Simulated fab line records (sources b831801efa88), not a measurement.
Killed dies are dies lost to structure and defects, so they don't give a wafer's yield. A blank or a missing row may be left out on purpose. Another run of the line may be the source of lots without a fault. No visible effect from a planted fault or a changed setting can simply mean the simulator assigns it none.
Chamber matching + flow sky130 + cmp-02 running SKY_VIA1_CMP_24: 4 sister chambers
The step polishes, stops on SiO2, t overpolish 15 s, target thk 0 nm. 7 wafers are shown with their chamber, then 9 later ones without.

== WAFERS WITH THEIR CHAMBER ==
| wafer  | chamber | motor-current-A (A) | time-to-endpoint-s (s) |
|--------|---------|---------------------|------------------------|
| L075.1 | 3       | 10.8                | 71.9                   |
| L081.2 | 1       | 12.1                | 65.9                   |
| L084.5 | 2       | 12.2                | 64.5                   |
| L084.6 | 1       | 11.6                | 64.3                   |
| L085.2 | 2       | 11.8                | 67.5                   |
| L085.4 | 0       | 10.5                | 66.0                   |
| L085.6 | 0       | 10.3                | 66.9                   |

== WAFERS WHOSE CHAMBER IS MISSING ==
| wafer  | motor-current-A (A) | time-to-endpoint-s (s) |
|--------|---------------------|------------------------|
| L090.2 | 11.4                | 65.2                   |
| L090.4 | 10.5                | 62.2                   |
| L090.5 | 11.4                | 66.5                   |
| L091.2 | 11.7                | 68.1                   |
| L091.3 | 12.8                | 65.7                   |
| L091.5 | 12.1                | 66.9                   |
| L096.1 | 12.3                | 64.5                   |
| L096.2 | 11.0                | 60.1                   |
| L096.3 | 11.2                | 62.9                   |

== EACH ONE'S CHAMBER ==
| wafer  | from the rows above          | in truth |
|--------|------------------------------|----------|
| L090.2 | can't be placed: 1 or 2      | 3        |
| L090.4 | 0                            | 0        |
| L090.5 | can't be placed: 1 or 2 or 0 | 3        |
| L091.2 | can't be placed: 2 or 1      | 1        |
| L091.3 | can't be placed: 2 or 1      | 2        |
| L091.5 | can't be placed: 2 or 1      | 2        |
| L096.1 | can't be placed: 2 or 1      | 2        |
| L096.2 | can't be placed: 1 or 0 or 2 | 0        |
| L096.3 | can't be placed: 1 or 2 or 0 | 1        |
Correctly placed: 1 of 9. Can't be placed from these rows: 8 (the true chamber is among the candidates in 6). Wrongly placed: 0.
How it was worked out, from the rows above alone: a wafer's distance from a chamber is the root of the sum, over the readings, of the square of ((its reading less the chamber's mean) divided by the reading's scatter). The wafer belongs to the nearest chamber; if the next one is less than 2 further off, it can't be placed. A chamber's mean is the mean of its shown wafers. The scatter: take each reading less its chamber's mean, square it, sum over the shown wafers, divide by the number of wafers less the number of chambers, and take the root.
